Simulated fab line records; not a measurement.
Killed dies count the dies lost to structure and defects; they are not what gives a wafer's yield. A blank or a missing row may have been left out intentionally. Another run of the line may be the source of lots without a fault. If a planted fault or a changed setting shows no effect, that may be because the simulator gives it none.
Check for tools in common + flow gf180mcu + Lots sampled 12, wafers sampled 42

## REASON IT WAS OPENED
GF_HV_LDD_TW_MEAS_50, reading HV_LDD_4_TW: flagged on 2 of 12 lots. No-fault wafers: 568.1, standard deviation 2.5.
Rule: a lot gets a flag if all its wafers with a number sit over 4 standard deviations from that mean, or if no wafer of it has a number. The other lots count as sound.

| lot  | measured     | on            | HV_LDD_4_TW, wafer by wafer         | flag    |
|------|--------------|---------------|-------------------------------------|---------|
| L792 | day 12 17:59 | film metro-01 | 570.9 570.7 570.9                   |         |
| L793 | day 12 22:06 | film metro-01 | 571.7 569.6 570.0                   |         |
| L799 | day 15 01:55 | film metro-02 | 563.6 569.0 567.5                   |         |
| L804 | day 16 16:51 | film metro-01 | 487.9 487.2 483.2 486.5 486.2 487.4 | FLAGGED |
| L805 | day 17 01:58 | film metro-04 | 489.3 492.6 490.5 490.1 491.2 490.4 | FLAGGED |
| L807 | day 17 19:40 | film metro-01 | 567.9 563.8 566.0                   |         |
| L808 | day 18 11:28 | film metro-04 | 571.9 570.2 570.5                   |         |
| L811 | day 19 08:26 | film metro-04 | 571.0 568.5 569.3                   |         |
| L812 | day 19 19:48 | film metro-02 | 571.1 571.3 570.9                   |         |
| L813 | day 19 19:59 | film metro-04 | 567.8 567.9 570.7                   |         |
| L814 | day 20 07:32 | film metro-02 | 572.3 572.3 572.6                   |         |
| L815 | day 20 18:14 | film metro-01 | 570.3 567.2 568.4                   |         |
The numbers of the flagged lots are 488.5 on average: -79.6 against the usual, or -32 standard deviations.

## TOOL THAT RAN EACH LOT
2 process steps preceding the reading are held in the record, out of 602 steps in the route. Cell contents, in order: the tool; ch with the chambers the sampled wafers went through; the start.
| lot  | flag    | GF_DUAL_GATE_STRIP_13                | GF_HV_LDD_IMPLANT_48            |
|------|---------|--------------------------------------|---------------------------------|
| L792 |         | plasma asher-02 ch 0,1, day 8 11:14  | implanter-03 ch 0, day 12 17:45 |
| L793 |         | plasma asher-01 ch 0, day 8 16:38    | implanter-04 ch 0, day 12 21:52 |
| L799 |         | plasma asher-04 ch 0,1, day 10 14:23 | implanter-02 ch 0, day 15 01:40 |
| L804 | FLAGGED | plasma asher-01 ch 0,1, day 12 01:25 | implanter-04 ch 0, day 16 16:37 |
| L805 | FLAGGED | plasma asher-02 ch 0,1, day 12 08:41 | implanter-04 ch 0, day 17 01:44 |
| L807 |         | plasma asher-01 ch 0,1, day 12 20:35 | implanter-02 ch 0, day 17 19:26 |
| L808 |         | plasma asher-04 ch 0,1, day 13 04:56 | implanter-02 ch 0, day 18 11:14 |
| L811 |         | plasma asher-01 ch 0,1, day 14 02:32 | implanter-02 ch 0, day 19 08:11 |
| L812 |         | plasma asher-04 ch 0,1, day 14 08:47 | implanter-03 ch 0, day 19 19:34 |
| L813 |         | plasma asher-01 ch 0,1, day 14 14:50 | implanter-04 ch 0, day 19 19:46 |
| L814 |         | plasma asher-01 ch 0,1, day 15 02:29 | implanter-02 ch 0, day 20 07:19 |
| L815 |         | plasma asher-04 ch 0,1, day 15 12:17 | implanter-02 ch 0, day 20 17:59 |
What is done by these steps:
- GF_DUAL_GATE_STRIP_13: strips in O2/N2.
- GF_HV_LDD_IMPLANT_48
- GF_HV_LDD_TW_MEAS_50

## FLAGGED AGAINST TOTAL, ONE TOOL AT A TIME (gauges that did the reading follow at the end)
| step                  | tool            | lots run | flagged | share of the flagged lots | sound lots run after its first flagged lot |
|-----------------------|-----------------|----------|---------|---------------------------|--------------------------------------------|
| GF_DUAL_GATE_STRIP_13 | plasma asher-01 | 6        | 1       | some                      | 4 (L807,L811,L813,L814)                    |
| GF_DUAL_GATE_STRIP_13 | plasma asher-02 | 2        | 1       | some                      | 0                                          |
| GF_DUAL_GATE_STRIP_13 | plasma asher-04 | 4        | 0       | none                      | -                                          |
| GF_HV_LDD_IMPLANT_48  | implanter-02    | 6        | 0       | none                      | -                                          |
| GF_HV_LDD_IMPLANT_48  | implanter-03    | 2        | 0       | none                      | -                                          |
| GF_HV_LDD_IMPLANT_48  | implanter-04    | 4        | 2       | all                       | 1 (L813)                                   |
| GF_HV_LDD_TW_MEAS_50  | film metro-01   | 5        | 1       | some                      | 2 (L807,L815)                              |
| GF_HV_LDD_TW_MEAS_50  | film metro-02   | 3        | 0       | none                      | -                                          |
| GF_HV_LDD_TW_MEAS_50  | film metro-04   | 4        | 1       | some                      | 3 (L808,L811,L813)                         |

## WHAT THE TABLE PERMITS
All flagged lots share 1 row of the table, namely implanter-04 at GF_HV_LDD_IMPLANT_48.
- implanter-04 at GF_HV_LDD_IMPLANT_48 ran 4 lots, 2 of them flagged. Sound lots ran on it after the first flagged one (L813), which a lasting fault on the whole tool wouldn't allow. Its own readings (dose ions cm2, faraday current uA) fall more than 4 standard deviations out on all wafers of the flagged lots.
None of the table's rows ran every flagged lot and, after the first, no sound lot.

## WHAT THE SIMULATOR HAD PUT IN
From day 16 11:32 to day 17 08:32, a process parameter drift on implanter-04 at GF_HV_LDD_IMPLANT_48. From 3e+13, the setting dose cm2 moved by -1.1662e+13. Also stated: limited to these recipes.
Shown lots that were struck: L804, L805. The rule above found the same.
